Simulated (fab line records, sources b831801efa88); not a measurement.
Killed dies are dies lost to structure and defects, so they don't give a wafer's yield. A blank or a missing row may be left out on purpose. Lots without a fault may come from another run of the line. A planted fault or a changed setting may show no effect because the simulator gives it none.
Which tool did it? | flow sky130 | 12 lots, 36 wafers sampled, at 4 steps of a route of 708

WHAT THE GAUGES READ, wafer by wafer
SKY_DNWELL_TW_MEAS_09. Usual: DNWELL_TW 1107, standard deviation 11.
lot  | measured    | on            | DNWELL_TW      | flag
L586 | day 3 15:00 | film_metro-04 | 1123 1119 1125 |
L591 | day 4 22:08 | film_metro-02 | 1095 1096 1096 |
L592 | day 4 22:09 | film_metro-04 | 1108 1111 1111 |
L593 | day 5 03:18 | film_metro-02 | 1106 1098 1101 |
L594 | day 5 10:25 | film_metro-04 | 1124 1127 1125 |
L595 | day 5 14:32 | film_metro-02 | 1091 1091 1097 |
L596 | day 5 20:07 | film_metro-04 | 1119 1117 1118 |
L597 | day 6 02:40 | film_metro-04 | 1115 1112 1109 |
L604 | day 7 15:04 | film_metro-04 | 1116 1112 1116 |
L605 | day 7 20:07 | film_metro-03 | 1117 1110 1113 |
L606 | day 8 02:28 | film_metro-03 | 1111 1115 1109 |
L607 | day 8 08:20 | film_metro-04 | 1124 1129 1130 |

SKY_SONOS_ONO_THK_MEAS_05. Usual: SONOS_ONO_CVD_04_THK 5.75 nm, standard deviation 0.1.
lot  | measured     | on            | SONOS_ONO_CVD_04_THK (nm)     | flag
L586 | day 12 09:07 | film_metro-03 | 5.75 5.75 5.78                |
L591 | day 14 06:07 | film_metro-01 | 5.76 5.77 5.85                |
L592 | day 14 07:21 | film_metro-02 | 5.73 5.70 5.86                |
L593 | day 14 14:07 | film_metro-01 | 5.63 5.71 5.65                |
L594 | day 15 05:25 | film_metro-01 | 5.52 5.54 5.53                |
L595 | day 15 09:37 | film_metro-02 | 6.69 6.63 6.86 6.70 6.66 6.86 | OFF
L596 | day 15 20:58 | film_metro-01 | 6.75 6.87 6.62 6.85 6.89 6.65 | OFF
L597 | day 16 04:10 | film_metro-03 | 6.71 6.78 6.70 6.72 6.71 6.75 | OFF
L604 | day 18 10:28 | film_metro-01 | 5.50 5.71 5.58                |
L605 | day 18 15:52 | film_metro-03 | 5.77 5.76 5.83                |
L606 | day 19 02:21 | film_metro-02 | 5.65 5.65 5.63                |
L607 | day 19 08:23 | film_metro-01 | 5.64 5.94 5.87                |

SKY_CONTACT_THK_MEAS_03. Usual: CONTACT_HDPCVD_THK 563 nm, standard deviation 7.
lot  | measured     | on            | CONTACT_HDPCVD_THK (nm) | flag
L586 | day 31 02:44 | film_metro-03 | 567 571 564             |
L591 | day 33 02:34 | film_metro-01 | 559 566 561             |
L592 | day 33 03:40 | film_metro-02 | 569 562 568             |
L593 | day 33 09:47 | film_metro-03 | 567 554 563             |
L594 | day 34 04:29 | film_metro-01 | 565 568 573             |
L595 | day 34 05:58 | film_metro-01 | 562 572 579             |
L596 | day 34 15:15 | film_metro-03 | 575 561 573             |
L597 | day 35 01:50 | film_metro-03 | 568 567 556             |
L604 | day 36 19:13 | film_metro-03 | 563 561 562             |
L605 | day 37 05:24 | film_metro-01 | 573 555 578             |
L606 | day 37 12:16 | film_metro-03 | 554 548 561             |
L607 | day 37 21:43 | film_metro-03 | 558 557 563             |

WHICH TOOL RAN EACH LOT (tool, then ch and the chambers of the sampled wafers, then the start)
lot  | SKY_SONOS_ONO_CVD_04
L586 | lpcvd-03 ch 1, day 12 07:50
L591 | lpcvd-03 ch 0, day 14 04:51
L592 | lpcvd-03 ch 0, day 14 06:06
L593 | lpcvd-03 ch 0, day 14 12:52
L594 | lpcvd-03 ch 0, day 15 04:10
L595 | lpcvd-03 ch 0, day 15 08:21
L596 | lpcvd-03 ch 0, day 15 19:43
L597 | lpcvd-03 ch 0, day 16 02:55
L604 | lpcvd-03 ch 0, day 18 09:12
L605 | lpcvd-03 ch 1, day 18 14:36
L606 | lpcvd-03 ch 1, day 19 01:05
L607 | lpcvd-03 ch 0, day 19 06:29
- SKY_SONOS_ONO_CVD_04: deposits SiO2 from SiH4/N2O, target thk 5.7199 nm.

WHAT THE TOOLS THEMSELVES READ (means of the sampled wafers that have a number; where no wafer has one, the mark that the record gives instead)
SKY_SONOS_ONO_CVD_04. Usual: spike_tc_bottom_C 921.6 C, standard deviation 0.96; spike_tc_centre_C 899.2 C, standard deviation 0.97; spike_tc_lower_C 899.3 C, standard deviation 1.2; spike_tc_top_C 909.4 C, standard deviation 2.4; spike_tc_upper_C 898.6 C, standard deviation 0.95; susceptor_temp_C 900.0 C, standard deviation 0.36.
lot  | tool     | spike_tc_bottom_C (C) | spike_tc_centre_C (C) | spike_tc_lower_C (C) | spike_tc_top_C (C) | spike_tc_upper_C (C) | susceptor_temp_C (C) | flag
L586 | lpcvd-03 | 922.2                 | 899.1                 | 899.5                | 913.0              | 897.4                | 899.5                |
L591 | lpcvd-03 | 920.3                 | 898.7                 | 899.1                | 907.7              | 899.6                | 900.0                |
L592 | lpcvd-03 | 922.4                 | 899.1                 | 898.2                | 908.2              | 898.0                | 900.0                |
L593 | lpcvd-03 | 920.8                 | 900.0                 | 899.7                | 907.6              | 899.0                | 899.9                |
L594 | lpcvd-03 | 920.5                 | 898.3                 | 898.1                | 906.6              | 899.2                | 900.3                |
L595 | lpcvd-03 | 931.4                 | 909.9                 | 908.8                | 918.9              | 909.0                | 909.9                | OFF
L596 | lpcvd-03 | 931.8                 | 909.6                 | 909.6                | 919.4              | 908.6                | 910.2                | OFF
L597 | lpcvd-03 | 931.8                 | 909.8                 | 909.3                | 917.5              | 909.5                | 910.0                | OFF
L604 | lpcvd-03 | 921.4                 | 899.0                 | 899.7                | 907.9              | 898.5                | 899.8                |
L605 | lpcvd-03 | 921.5                 | 899.0                 | 900.3                | 911.2              | 898.3                | 900.1                |
L606 | lpcvd-03 | 921.8                 | 898.8                 | 900.7                | 912.2              | 898.9                | 899.8                |
L607 | lpcvd-03 | 922.0                 | 899.4                 | 898.6                | 908.5              | 899.6                | 899.9                |

THE ANSWER, worked out from the rows above alone
Rule: a lot is off if the mean of its wafers that have a number lies more than 3 standard deviations from the usual mean. A lot without any number at a reading at which 4 lots or more have one is off too. The other lots that the step has rows for count as sound. The gauges are gone through in route order, then the tools' own readings, and for those a lot's mean is taken as printed above. The first step at which some lot is off is used, and at that step the reading that is off furthest; a lot without a number counts as furthest.
Off: L595, L596, L597, at SKY_SONOS_ONO_THK_MEAS_05 (SONOS_ONO_CVD_04_THK).
A tool fits if, at a process step before that reading, it ran every lot that is off, and no sound lot after the first of them. The gauges at SKY_SONOS_ONO_THK_MEAS_05 aren't tried: what is off there is off at SKY_SONOS_ONO_CVD_04 too, on other tools, and a gauge's error can't cause that. None of those tried fits.

WHAT THE SIMULATOR HAD PUT IN
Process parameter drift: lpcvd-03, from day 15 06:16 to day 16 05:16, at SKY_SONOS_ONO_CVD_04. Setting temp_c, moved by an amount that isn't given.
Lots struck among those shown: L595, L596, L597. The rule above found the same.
